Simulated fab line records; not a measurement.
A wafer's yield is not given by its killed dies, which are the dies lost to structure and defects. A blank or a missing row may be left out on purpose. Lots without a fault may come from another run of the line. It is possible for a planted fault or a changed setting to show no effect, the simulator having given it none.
Chamber matching ; flow sfq_line ; cmp-02 running SFQ_TRILAYER_I1_CMP_CMP_046: 4 sister chambers
The step polishes SiO2. 18 wafers are shown with their chamber, then 9 later ones without.

== WAFERS, EACH WITH ITS CHAMBER ==
wafer;chamber;motor_current_A (A);time_to_endpoint_s (s)
L785.3;3;8.8;229
L785.4;2;11.6;232
L785.5;2;11.9;233
L787.1;3;8.4;219
L787.4;0;11.1;233
L787.6;0;11.0;221
L790.2;2;12.3;224
L790.3;0;10.1;219
L790.4;1;10.0;225
L796.3;3;8.4;216
L796.5;3;8.4;219
L796.6;2;11.2;220
L797.1;2;11.5;211
L797.2;3;9.2;216
L797.4;0;10.7;219
L802.2;0;10.2;219
L802.5;0;10.3;224
L802.6;1;9.8;225

SIGNATURES, as means of the wafers listed above
reading;chamber 0;chamber 1;chamber 2;chamber 3;scatter within a chamber
motor_current_A;10.567;9.900;11.700;8.640;0.391
time_to_endpoint_s;222.50;225.00;224.00;219.80;6.53
Rule: for each reading, subtract the chamber's mean from the wafer's reading, divide by that reading's scatter and square the result; add these up over the readings and take the root, which gives the wafer's distance from the chamber. The wafer belongs to the nearest chamber; if the next one is less than 2 further off, it can't be placed. The scatter: the root of (the sum of the squares of (reading less its chamber's mean) over the shown wafers, divided by (wafers less chambers)).

== WAFERS WHOSE CHAMBER IS MISSING ==
wafer;motor_current_A (A);time_to_endpoint_s (s)
L804.2;8.5;216
L804.3;10.0;225
L804.6;11.5;229
L805.1;12.0;225
L805.2;8.8;209
L805.6;10.8;223
L806.1;10.7;208
L806.2;10.0;202
L806.4;11.8;217

== EACH ONE'S CHAMBER ==
wafer;from the rows above;in truth
L804.2;3;3
L804.3;can't be placed: 1 or 0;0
L804.6;can't be placed: 2 or 0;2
L805.1;2;2
L805.2;3;3
L805.6;can't be placed: 0 or 2 or 1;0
L806.1;can't be placed: 0 or 1 or 2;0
L806.2;can't be placed: 0 or 1 or 3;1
L806.4;2;2
Correct placement for 4 of the 9. From these rows, 5 cannot be placed; in 5 the true chamber is one of the candidates. Placed wrongly: 0.
